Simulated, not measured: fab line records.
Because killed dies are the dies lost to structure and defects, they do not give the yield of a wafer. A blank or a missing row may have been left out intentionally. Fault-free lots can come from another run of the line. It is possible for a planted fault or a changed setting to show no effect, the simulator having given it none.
A single fault, viewed from 2 desks + flow sky130 + each desk holds nothing but its own numbers, with what lay behind them at the end

THE METROLOGY DESK
Lot by lot, what the gauges showed, no matter which tool ran the lot: averages of those sampled wafers that carry a number. Marked OUT: a lot whose mean sits more than 4 standard deviations from the usual mean, which makes it out of limits; the brackets give that distance.
Columns: A = NWELL_OXIDATION_THK at SKY_NWELL_THK_MEAS_02, usual 10.19 nm; B = VT_ADJUST_NCORE_OVL at SKY_VT_ADJUST_NCORE_OVL_MEAS_08, usual -1.1 nm; C = cdNm at SKY_SONOS_ONO_CD_MEAS_13, usual 409.4 nm
| lot  | first seen here | A     | B    | C     |
|------|-----------------|-------|------|-------|
| L489 | day 2 19:15     | 10.24 | -2.1 | 408.4 |
| L491 | day 3 04:16     | 10.11 | -0.6 | 408.6 |
| L492 | day 3 09:52     | 10.24 | -1.8 | 411.4 |
| L493 | day 3 15:02     | 10.39 | -0.9 | 414.0 |
| L494 | day 3 17:58     | 10.13 | -0.7 | 414.5 |
| L495 | day 4 00:35     | 10.13 | -1.1 | 408.8 |
| L496 | day 4 08:07     | 10.18 | -1.4 | 408.1 |
| L498 | day 4 15:37     | 10.13 | 1.3  | 411.4 |
| L499 | day 4 18:34     | 10.34 | -0.3 | 410.9 |
| L501 | day 5 09:43     | 10.19 | -0.5 | 408.1 |
| L502 | day 5 11:05     | 10.44 | -3.1 | 405.6 |
| L507 | day 6 14:01     | 9.92  | -0.5 | 406.6 |
| L509 | day 7 02:05     | 10.12 | -0.1 | 410.7 |
| L511 | day 7 14:03     | 10.22 | -0.4 | 405.7 |
Result from this desk: across the 14 lots, nothing is out of limits.

AT THE TOOL OWNER'S DESK: implanter-02
For each lot that ran on this tool, the mean over its sampled wafers that have a number, from the tool's own readings at SKY_NWELL_IMPLANT_24. Marked OUT: a lot whose mean sits more than 4 standard deviations from the usual mean, which makes it out of limits; the brackets give that distance.
Columns: A = doseIonsCm2 at SKY_NWELL_IMPLANT_24, usual 9.2e+12; B = faradayCurrentUA at SKY_NWELL_IMPLANT_24, usual 51.9
| lot  | first seen here | A                 | B    |
|------|-----------------|-------------------|------|
| L491 | day 6 01:09     | 9.2e+12           | 51.0 |
| L493 | day 6 13:37     | 9.2e+12           | 52.4 |
| L495 | day 7 01:21     | 9.2e+12           | 51.4 |
| L496 | day 7 11:43     | 9.2e+12           | 52.4 |
| L498 | day 7 19:34     | 9.2e+12           | 53.2 |
| L501 | day 8 16:26     | 9.9e+12 (+75) OUT | 55.8 |
| L502 | day 8 18:05     | 9.9e+12 (+77) OUT | 55.8 |
This desk's verdict: out of limits on L501, L502, starting with L501 at day 8 16:26 (doseIonsCm2 at SKY_NWELL_IMPLANT_24). In limits: L491, L493, L495, L496, L498.

PUT TOGETHER
The tool owner's desk had the chance to raise an alarm at day 8 16:26 on L501, L502.
Metrology desk: nothing out of limits seen.
The metrology desk holds a record of L501, L502, inside its limits.
The lots listed all ran SKY_NWELL_IMPLANT_24 on implanter-02.

WHAT THE SIMULATOR HAD PUT IN
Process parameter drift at SKY_NWELL_IMPLANT_24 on implanter-02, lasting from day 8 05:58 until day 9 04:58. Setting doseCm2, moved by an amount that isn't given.
Lots struck among those shown: L501, L502.
Hours from the fault's start to each desk's first reading out of limits: the tool owner's desk, 10.
